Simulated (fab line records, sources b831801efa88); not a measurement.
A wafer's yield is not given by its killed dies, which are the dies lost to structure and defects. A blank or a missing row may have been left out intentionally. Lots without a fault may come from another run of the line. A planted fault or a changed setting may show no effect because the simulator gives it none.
Comparing a struck lot with a sound one ; flow gf180mcu ; 32 out of 602 route steps
Sound: wafers L499.2, L499.3, L499.6. The struck wafers were L505.1, L505.2, L505.4. The cause comes at the end.
At each step with rows: each side's tool, then ch and its chambers, then its first start. Under that, the readings that differ: sound wafers ; struck wafers ; difference of the means ; sigmas: that difference in standard deviations of wafers without a fault.
alike: readings whose means differ by less than 2 such deviations, and words and numbers that are the same on both sides. not compared: withheld readings, readings that some wafer has no value for, bounds like >300 that may hide the same value, and numbers for which the record gives no deviation and whose values overlap.
A row with sigmas, a row that says differs or no value, or rows on one side alone: a step with any of these is where the two part. Numbers that don't overlap but have no deviation are shown without sigmas and don't part them. Lack of a reading on every wafer of one side parts them only where that side has two or more wafers.

GF_HV_LDD_TW_MEAS_23:
  sound on film-metro-02 at day 11 06:13; struck on film-metro-02 at day 12 18:37
  alike: HV_LDD_2_TW
then, 7 steps without rows for these wafers: GF_HV_LDD_DEHYDRATE_24 (time 60 s); GF_HV_LDD_HMDS_25 (prime time 60 s); GF_HV_LDD_COAT_26 (resist thk 1000 nm); GF_HV_LDD_SOFTBAKE_27 (time 60 s); GF_HV_LDD_EXPOSE_28 (exposes mask Nplus HV AREA, target cd 400 nm); GF_HV_LDD_PEB_29; GF_HV_LDD_DEVELOP_30 (develop time 60 s).
GF_HV_LDD_CD_MEAS_31: the cd target is 400 nm.
  sound on cd-sem-02 at day 12 00:46; struck on cd-sem-01 at day 13 14:12
  alike: cd-nm
GF_HV_LDD_OVL_MEAS_32:
  sound on overlay-01 at day 12 00:52; struck on overlay-01 at day 13 14:19
  alike: HV_LDD_02_OVL
then, 2 steps without rows for these wafers: GF_HV_LDD_IMPLANT_33; GF_HV_LDD_IMPLANT_34.
GF_HV_LDD_IMPLANT_35:
  sound on implanter-01 ch 0, day 12 01:14; struck on implanter-02, day 13 14:40
  no value came back on the struck wafers for beam-energy-keV, beam-on-s (s), end-station-pressure-torr (Torr); on the sound wafers beam-energy-keV reads 59.997 60.014 60.013
following that, these wafers have no rows for 1 step: GF_HV_LDD_IMPLANT_36.
GF_HV_LDD_STRIP_37: strips in O2/N2.
  sound on plasma-asher-01 ch 0,1, day 12 01:30; struck on plasma-asher-01 ch 0,1, day 13 14:58
  alike: drypump-motor-current-A, heater-power-w, oes-product-au, strip-time-to-endpoint-s
  not compared: rf-hours-counter-h
GF_HV_LDD_TW_MEAS_38:
  sound on film-metro-04 at day 12 01:37; struck on film-metro-04 at day 13 15:04
reading;sound;struck;difference;sigmas
HV_LDD_3_TW;1448 1443 1443;1317 1311 1310;-132;-9
then, 7 steps without rows for these wafers: GF_HV_LDD_DEHYDRATE_39 (time 60 s); GF_HV_LDD_HMDS_40 (prime time 60 s); GF_HV_LDD_COAT_41 (resist thk 1000 nm); GF_HV_LDD_SOFTBAKE_42 (time 60 s); GF_HV_LDD_EXPOSE_43 (exposes mask Pplus HV AREA, target cd 400 nm); GF_HV_LDD_PEB_44; GF_HV_LDD_DEVELOP_45 (develop time 60 s).
GF_HV_LDD_CD_MEAS_46: the cd target is 400 nm.
  sound on cd-sem-02 at day 12 21:04; struck on cd-sem-02 at day 14 11:39
  alike: cd-nm
GF_HV_LDD_OVL_MEAS_47:
  sound on overlay-02 at day 12 21:11; struck on overlay-02 at day 14 11:46
  alike: HV_LDD_03_OVL
following that, these wafers have no rows for 1 step: GF_HV_LDD_IMPLANT_48.
GF_HV_LDD_STRIP_49: strips in O2/N2.
  sound on plasma-asher-03 ch 0,1, day 12 21:22; struck on plasma-asher-03 ch 0,1, day 14 11:58
  alike: drypump-motor-current-A, heater-power-w, oes-product-au, strip-time-to-endpoint-s
  not compared: rf-hours-counter-h
GF_HV_LDD_TW_MEAS_50:
  sound on film-metro-03 at day 12 21:28; struck on film-metro-04 at day 14 12:04
  alike: HV_LDD_4_TW
then, 1 step without rows for these wafers: GF_HV_LDD_CLEAN_51 (cleans in SC1/SC2, time 150 s).
GF_HV_LDD_RTA_52: time 10 s.
  sound on rtp-anneal-01 ch 0, day 12 21:35; struck on rtp-anneal-02 ch 0, day 14 12:10
reading;sound;struck;difference;sigmas
lamp-power-pct (%);33.6 33.6 33.6;32.4 32.5 32.5;-1.1;-2
  alike: wafer_temp_C_max
GF_HV_LDD_RS_MEAS_53: uses a four-point probe to measure.
  sound on film-metro-02 at day 12 21:40; struck on film-metro-02 at day 14 12:14
reading;sound;struck;difference;sigmas
HV_LDD_RS (ohm/sq);417.9 419.3 418.3;438.7 439.8 439.2;+20.7;+28
then, 1 step without rows for these wafers: GF_HV_LDD_CVD_54 (deposits SiO2 from TEOS, target thk 10 nm, time 75 s).

## WHERE THEY PART
First at GF_HV_LDD_IMPLANT_35; last, within this record, at GF_HV_LDD_RS_MEAS_53.

WHY: whatever the simulator had introduced
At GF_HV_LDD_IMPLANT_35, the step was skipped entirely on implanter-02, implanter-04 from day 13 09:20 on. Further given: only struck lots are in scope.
